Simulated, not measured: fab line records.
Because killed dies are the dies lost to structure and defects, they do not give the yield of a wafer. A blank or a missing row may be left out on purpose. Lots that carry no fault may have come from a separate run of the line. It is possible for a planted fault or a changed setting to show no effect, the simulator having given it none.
A single fault, viewed from 2 desks || flow gf180mcu || each desk holds nothing but its own numbers, with what lay behind them at the end

THE METROLOGY DESK
What the gauges read for every lot (on any tool): the sampled wafers with a number, averaged. If a lot's mean is further than 4 standard deviations from the usual mean, the lot is out of limits and carries the mark OUT (the distance appears in the brackets).
Columns: A = cdNm at GF_V1_CD_MEAS_14, usual 259.9 nm; B = V1_W_RS at GF_V1_RS_MEAS_24, usual 0.329 ohm/sq; C = V1_W_THK at GF_V1_THK_MEAS_25, usual 341 nm
{"lot": "L905", "first seen here": "day 18 05:57", "A": 259.3, "B": 0.328, "C": 339}
{"lot": "L906", "first seen here": "day 18 23:44", "A": 259.9, "B": 0.329, "C": 337}
{"lot": "L907", "first seen here": "day 19 03:24", "A": 260.1, "B": 0.330, "C": 342}
{"lot": "L909", "first seen here": "day 19 22:44", "A": 257.4, "B": 0.329, "C": 344}
{"lot": "L911", "first seen here": "day 20 17:43", "A": 261.4, "B": 0.327, "C": 343}
{"lot": "L916", "first seen here": "day 22 12:49", "A": 260.4, "B": 0.326, "C": 345}
{"lot": "L918", "first seen here": "day 23 11:38", "A": 261.2, "B": 0.325, "C": 344}
{"lot": "L923", "first seen here": "day 25 04:05", "A": "242.6 (-12) OUT", "B": 0.334, "C": 348}
{"lot": "L924", "first seen here": "day 25 07:44", "A": 259.8, "B": 0.324, "C": 344}
{"lot": "L926", "first seen here": "day 26 02:21", "A": "244.1 (-11) OUT", "B": 0.330, "C": 341}
{"lot": "L927", "first seen here": "day 26 04:20", "A": 261.4, "B": 0.327, "C": 339}
{"lot": "L928", "first seen here": "day 26 10:21", "A": 259.6, "B": 0.328, "C": 342}
This desk finds L923, L926 out of limits, L923 being first, at day 25 04:05 (cdNm at GF_V1_CD_MEAS_14). In limits: L905, L906, L907, L909, L911, L916, L918, L924, L927, L928.

AT THE TOOL OWNER'S DESK: lithoTrack-04
The tool's own readings at GF_V1_PEB_12 (peb time 90 s): means of the sampled wafers that have a number, for each lot that ran on this tool. If a lot's mean is further than 4 standard deviations from the usual mean, the lot is out of limits and carries the mark OUT (the distance appears in the brackets).
Columns: A = chillPlateTempC at GF_V1_PEB_12, usual 23.02 C; B = heaterPowerTotalW at GF_V1_PEB_12, usual 85.68 W; C = plateTempC at GF_V1_PEB_12, usual 134.98 C
{"lot": "L905", "first seen here": "day 18 05:37", "A": 22.95, "B": 85.67, "C": 135.00}
{"lot": "L907", "first seen here": "day 19 03:04", "A": 23.18, "B": 85.75, "C": 135.11}
{"lot": "L909", "first seen here": "day 19 22:23", "A": 23.05, "B": 85.62, "C": 134.95}
{"lot": "L916", "first seen here": "day 22 12:29", "A": 23.03, "B": 85.73, "C": 134.80}
{"lot": "L918", "first seen here": "day 23 11:17", "A": 23.01, "B": 85.69, "C": 134.95}
{"lot": "L923", "first seen here": "day 25 03:44", "A": 23.03, "B": "82.13 (-46) OUT", "C": "130.65 (-31) OUT"}
{"lot": "L926", "first seen here": "day 26 02:01", "A": 23.03, "B": "82.03 (-47) OUT", "C": "130.64 (-31) OUT"}
This desk finds L923, L926 out of limits, L923 being first, at day 25 03:44 (heaterPowerTotalW at GF_V1_PEB_12). In limits: L905, L907, L909, L916, L918.

PUT TOGETHER
The tool owner's desk could have raised an alarm at day 25 03:44, on L923, L926.
The metrology desk could have raised an alarm at day 25 04:05, on L923, L926.
The lots listed all ran GF_V1_PEB_12 on lithoTrack-04.

WHAT THE SIMULATOR HAD INSERTED
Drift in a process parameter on lithoTrack-04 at GF_V1_PEB_12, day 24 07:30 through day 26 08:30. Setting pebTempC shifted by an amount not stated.
Shown lots that were struck: L923, L926.
Time in hours from fault onset to the first out-of-limits reading at each desk: tool owner's desk 20, metrology desk 21.
